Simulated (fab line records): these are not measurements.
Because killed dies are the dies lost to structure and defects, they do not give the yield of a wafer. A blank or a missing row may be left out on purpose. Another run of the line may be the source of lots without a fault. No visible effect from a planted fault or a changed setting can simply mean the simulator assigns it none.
Which of the tools did it? | flow gf180mcu | 14 lots with 42 wafers sampled at 2 steps, on a route of 602 steps

== WHAT THE GAUGES SHOWED, per wafer ==
GF_M4_OVL_MEAS_15.
lot  | measured     | on         | M4_OVL (nm)
L895 | day 23 15:02 | overlay-02 | -2 2 -4
L897 | day 24 06:38 | overlay-01 | 3 -5 -1
L898 | day 24 10:02 | overlay-02 | -3 5 3
L899 | day 24 21:53 | overlay-01 | -4 -5 -3
L900 | day 25 06:41 | overlay-01 | 9 4 2
L901 | day 25 20:39 | overlay-01 | 3 -1 3
L903 | day 26 11:14 | overlay-01 | -1 6 6
L904 | day 26 16:35 | overlay-01 | -7 2 0
L905 | day 26 21:29 | overlay-01 | -8 -2 -1
L906 | day 27 03:26 | overlay-01 | 3 0 5
L907 | day 27 17:38 | overlay-01 | 1 6 6
L908 | day 27 22:32 | overlay-01 | 5 2 -2
L909 | day 28 03:11 | overlay-01 | 11 -9 -3
L918 | day 30 20:17 | overlay-02 | 0 -2 4

GF_V4_CD_MEAS_14: the cd target is 260 nm.
lot  | measured     | on        | cd-nm (nm)
L895 | day 24 14:25 | cd-sem-01 | 258.0 259.5 259.0
L897 | day 25 05:48 | cd-sem-01 | 260.6 260.1 260.9
L898 | day 25 09:43 | cd-sem-01 | 261.0 259.7 260.4
L899 | day 25 21:10 | cd-sem-02 | 259.4 259.5 259.1
L900 | day 26 04:55 | cd-sem-01 | 259.4 260.1 260.4
L901 | day 26 17:40 | cd-sem-02 | 262.2 261.1 259.7
L903 | day 27 09:43 | cd-sem-02 | 260.0 259.8 260.0
L904 | day 27 14:34 | cd-sem-01 | 259.1 259.5 258.4
L905 | day 27 19:58 | cd-sem-01 | 261.8 261.7 260.1
L906 | day 28 01:16 | cd-sem-02 | 259.0 259.9 259.9
L907 | day 28 15:08 | cd-sem-01 | 261.4 260.8 260.2
L908 | day 28 19:22 | cd-sem-01 | 260.1 260.0 259.5
L909 | day 29 00:24 | cd-sem-01 | 261.7 263.8 263.0
L918 | day 31 14:45 | cd-sem-02 | 258.0 259.8 258.3

== TOOL THAT RAN EACH LOT (tool first, then ch and the chambers of the sampled wafers, then the start) ==
The record holds no process step before these readings.

== WHAT THE TOOLS THEMSELVES READ (means of the sampled wafers that have a number; where no wafer has one, the mark that the record gives instead) ==
The record holds no such reading with a usual standard deviation.

== THE ANSWER, worked out from the rows above alone ==
Rule: the lots themselves supply what counts as usual. The widest of any qualifying gaps counts: lots, ordered by their means at a reading, are off when they make up no more than a third of the lots, leave a main group of 4 or more, and stand apart from it by 3 or more times the standard deviation of that group's means. If all means in a main group match to the digits the tables above print for the reading, that group is not used. A lot without any number at a reading at which 4 lots or more have one is off too. The other lots that the step has rows for count as sound. The gauges are gone through in route order, then the tools' own readings, and for those a lot's mean is taken as printed above. At the first step where some lot is off, the reading lying furthest off is the one used; lots without a number count as furthest.
No lot is off on any of the readings shown, so nothing can be concluded from this.

== WHAT WAS PUT IN BY THE SIMULATOR ==
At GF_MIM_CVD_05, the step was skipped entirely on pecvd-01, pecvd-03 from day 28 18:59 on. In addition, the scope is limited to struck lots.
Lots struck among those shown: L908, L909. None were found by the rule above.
